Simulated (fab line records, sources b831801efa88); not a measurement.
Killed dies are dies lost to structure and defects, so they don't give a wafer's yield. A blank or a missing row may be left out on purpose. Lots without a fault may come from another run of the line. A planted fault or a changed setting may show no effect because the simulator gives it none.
Chamber matching | flow sky130 | SKY_VIA3_ETCH_14 on rie_diel-03: 4 sister chambers
The step etches BARC in N2/H2, stops on SiO2, time 45.9 s, target depth 60 nm. 4 wafers are shown with their chamber, then 8 later ones without.

WAFERS WITH THEIR CHAMBER
wafer  | chamber | drypump_motor_current_A (A)
L086.6 | 1       | 5.85
L088.4 | 2       | 5.77
L092.4 | 0       | 5.07
L094.1 | 3       | 5.36

WAFERS WITHOUT THEIR CHAMBER
wafer  | drypump_motor_current_A (A)
L094.2 | 5.84
L094.5 | 5.06
L096.2 | 5.74
L096.4 | 5.85
L096.5 | 5.72
L097.1 | 5.04
L097.2 | 5.76
L097.3 | 5.38

WHICH CHAMBER EACH WENT THROUGH
wafer  | from the rows above | in truth
L094.2 | 1                   | 1
L094.5 | 0                   | 0
L096.2 | 2                   | 2
L096.4 | 1                   | 1
L096.5 | 2                   | 2
L097.1 | 0                   | 0
L097.2 | 2                   | 2
L097.3 | 3                   | 3
Placed correctly: 8 of 8. Can't be placed from these rows: 0. Placed wrongly: 0.
How it was worked out, from the rows above alone: a wafer's distance from a chamber is the root of the sum, over the readings, of the square of ((its reading less the chamber's mean) divided by the reading's scatter). The wafer belongs to the nearest chamber; if the next one is less than 2 further off, it can't be placed. A chamber's mean is the mean of its shown wafers. The scatter: with one shown wafer a chamber, the root of the mean of the squares of how far each hidden wafer lies from its nearest shown one.
